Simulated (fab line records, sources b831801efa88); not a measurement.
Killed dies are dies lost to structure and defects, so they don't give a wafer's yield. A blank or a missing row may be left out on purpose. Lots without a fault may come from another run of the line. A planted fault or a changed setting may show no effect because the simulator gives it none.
One fault seen from 2 desks | flow sky130 | each desk has only its own numbers; what lay behind them comes last

THE METROLOGY DESK
What the gauges read, lot by lot, whatever tool the lot ran on: means of the sampled wafers that have a number. A lot is out of limits, marked OUT, if its mean lies more than 4 standard deviations from the usual mean; the brackets give that distance.
Columns: A = VIA1_W_RS at SKY_VIA1_RS_MEAS_22, usual 0.434 ohm/sq; B = VIA2_HDPCVD_THK at SKY_VIA2_THK_MEAS_01, usual 1175 nm
lot  | first seen here | A     | B
L234 | day 34 00:21    | 0.433 | 1171
L235 | day 34 04:16    | 0.425 | 1196
L237 | day 34 18:12    | 0.437 | 1173
L239 | day 35 17:20    | 0.434 | 1172
L244 | day 37 05:35    | 0.439 | 1155
L247 | day 38 02:55    | 0.423 | 1172
L248 | day 38 12:23    | 0.441 | 1192
L251 | day 39 10:08    | 0.436 | 1179
L252 | day 39 19:45    | 0.431 | 1177
L255 | day 40 09:02    | 0.428 | 1188
L257 | day 41 00:52    | 0.442 | 1177
This desk's finding: nothing out of limits on any of the 11 lots.

THE TOOL OWNER'S DESK: rie_metal-02
The tool's own readings at SKY_METAL3_METAL_ETCH_18 (etches the open film in Cl2/BCl3, stops on SiO2, target depth 845 nm, time 183.1 s): means of the sampled wafers that have a number, for each lot that ran on this tool. A lot is out of limits, marked OUT, if its mean lies more than 4 standard deviations from the usual mean; the brackets give that distance.
Columns: A = drypump_motor_current_A at SKY_METAL3_METAL_ETCH_18, usual 5.7 A; B = oes_product_au at SKY_METAL3_METAL_ETCH_18, usual 0.863 a.u.; C = throttle_valve_pct at SKY_METAL3_METAL_ETCH_18, usual 22.264 %
lot  | first seen here | A   | B                | C
L247 | day 42 09:11    | 5.5 | 0.840            | 22.267
L248 | day 42 18:02    | 5.6 | 0.835 (-4.3) OUT | 22.270
This desk's finding: out of limits on L248; first on L248, day 42 18:02 (oes_product_au at SKY_METAL3_METAL_ETCH_18). In limits: L247.

PUT TOGETHER
The tool owner's desk could have raised an alarm at day 42 18:02, on L248.
The metrology desk saw nothing out of limits.
The metrology desk has L248 on record, within its limits.
Of the lots named, all ran SKY_METAL3_METAL_ETCH_18 on rie_metal-02.

WHAT THE SIMULATOR HAD PUT IN
Process parameter drift: rie_metal-02, from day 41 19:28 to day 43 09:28, at SKY_METAL3_METAL_ETCH_18. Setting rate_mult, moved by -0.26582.
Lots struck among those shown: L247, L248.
Hours from the fault's start to each desk's first reading out of limits: the tool owner's desk, 23.
